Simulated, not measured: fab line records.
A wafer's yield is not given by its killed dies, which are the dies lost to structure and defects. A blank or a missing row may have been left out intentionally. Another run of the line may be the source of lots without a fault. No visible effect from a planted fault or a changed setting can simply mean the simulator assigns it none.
Struck lot and sound lot, side by side | flow gf180mcu | 18 steps out of a route of 602
Sound: wafers L154.2, L154.3, L154.4. Struck: wafer L160.5 (L160.1, L160.2, from the same lot, were not struck and are left out); the cause is given at the end.
Per side, at each step with rows, come the tool, then ch with its chambers, and then its first start. Under that, the readings that differ: sound wafers | struck wafers | difference of the means | sigmas: that difference in standard deviations of wafers without a fault.
alike: same words and numbers on both sides, and readings whose means sit less than 2 such deviations apart. not compared: any withheld reading, any reading some wafer has no value for, any bound like >300 that may hide the same value, and any number with overlapping values for which the record gives no deviation.
Wherever a step has rows on one side only, a row that says differs or no value, or a row with sigmas, the two part there. When numbers do not overlap yet have no deviation, they are printed without sigmas and do not part them. A reading that every wafer of one side lacks parts them only if that side has two wafers or more.

first, 3 steps without rows for these wafers: GF_V1_EXPOSE_11 (exposes mask Via1, target cd 260 nm); GF_V1_PEB_12 (peb time 90 s); GF_V1_DEVELOP_13 (develop time 60 s).
GF_V1_CD_MEAS_14: target cd 260 nm.
  sound on cd_sem-01 at day 19 03:04; struck on cd_sem-01 at day 21 11:56
  alike: cd_nm
GF_V1_OVL_MEAS_15:
  sound on overlay-01 at day 19 03:10; struck on overlay-02 at day 21 12:04
  alike: V1_OVL
GF_V1_ETCH_16: etches BARC in N2/H2.
  sound on rie_diel-01 ch 0,2,3, day 19 03:12; struck on rie_diel-03 ch 2, day 21 12:06
  alike: chamber_pressure_mTorr, drypump_motor_current_A, oes_product_au, rf_fwd_power_W, throttle_valve_pct
then, 1 step without rows for these wafers: GF_V1_ETCH_17 (etches SiO2 in C4F8/O2/Ar, stops on TiN, target depth 630 nm).
GF_V1_STRIP_18: strips in O2/N2.
  sound on plasma_asher-02 ch 0,1, day 19 03:20; struck on plasma_asher-02 ch 1, day 21 12:14
  alike: chamber_pressure_mTorr, drypump_motor_current_A, heater_power_w, oes_product_au, platen_temp_c
  not compared: rf_hours_counter_h
then, 2 steps without rows for these wafers: GF_V1_STRIP_19 (strips in post etch residue remover, time 1200 s); GF_V1_CLEAN_20 (cleans in DIW).
GF_V1_SPUTTER_21: material Ti, target thk 15 nm, time 80.02 s.
  sound on pvd_sputter-04 at day 19 03:52; struck on pvd_sputter-04 at day 21 12:58
  alike: throttle_valve_pct
GF_V1_SPUTTER_22: material TiN, target thk 10 nm, time 40 s.
  sound on pvd_sputter-04 at day 19 03:55; struck on pvd_sputter-04 at day 21 13:02
  alike: throttle_valve_pct
GF_V1_CVD_23: deposits W, target thk 350 nm, time 105.05 s.
  sound on cvd_w-02 ch 0,1, day 19 03:58; struck on cvd_w-01 ch 1, day 21 13:04
  reading                          | sound             | struck | difference | sigmas
  model.W_of_V1_CVD_23.thk_nm (nm) | 346.4 346.9 341.1 | 509.4  | +164.6     |
  alike: heater_power_w
GF_V1_RS_MEAS_24: a four-point-probe measurement.
  sound on film_metro-03 at day 19 04:05; struck on film_metro-01 at day 21 13:11
  reading          | sound             | struck | difference | sigmas
  V1_W_RS (ohm/sq) | 0.331 0.331 0.336 | 0.225  | -0.108     | -36
GF_V1_THK_MEAS_25: measures by xrf.
  sound on film_metro-03 at day 19 04:12; struck on film_metro-01 at day 21 13:18
  reading       | sound       | struck | difference | sigmas
  V1_W_THK (nm) | 341 341 336 | 528    | +189       | +29
GF_V1_CMP_26: polishes, stops on SiO2, t overpolish 15 s, target thk 0 nm.
  sound on cmp-01 ch 1,2,3, day 19 04:23; struck on cmp-02 ch 1, day 21 13:22
  reading                | sound    | struck | difference | sigmas
  time_to_endpoint_s (s) | 78 81 84 | 127    | +46        | +14
  alike: motor_current_A, platen_rpm, retaining_ring_pressure_frac
GF_M2_SPUTTER_00: material Ti, target thk 37.5 nm, time 150 s.
  sound on pvd_sputter-02 at day 19 04:41; struck on pvd_sputter-02 at day 21 13:40
  alike: throttle_valve_pct
GF_PASSIVATION_PROBE_99:
  rows exist in the record for the sound wafers here (prober-02, day 29 18:52), none for the struck ones

== WHERE THEY PART ==
At GF_V1_RS_MEAS_24 first; at GF_PASSIVATION_PROBE_99 last (within this record only).

WHY: what had been put in by the simulator
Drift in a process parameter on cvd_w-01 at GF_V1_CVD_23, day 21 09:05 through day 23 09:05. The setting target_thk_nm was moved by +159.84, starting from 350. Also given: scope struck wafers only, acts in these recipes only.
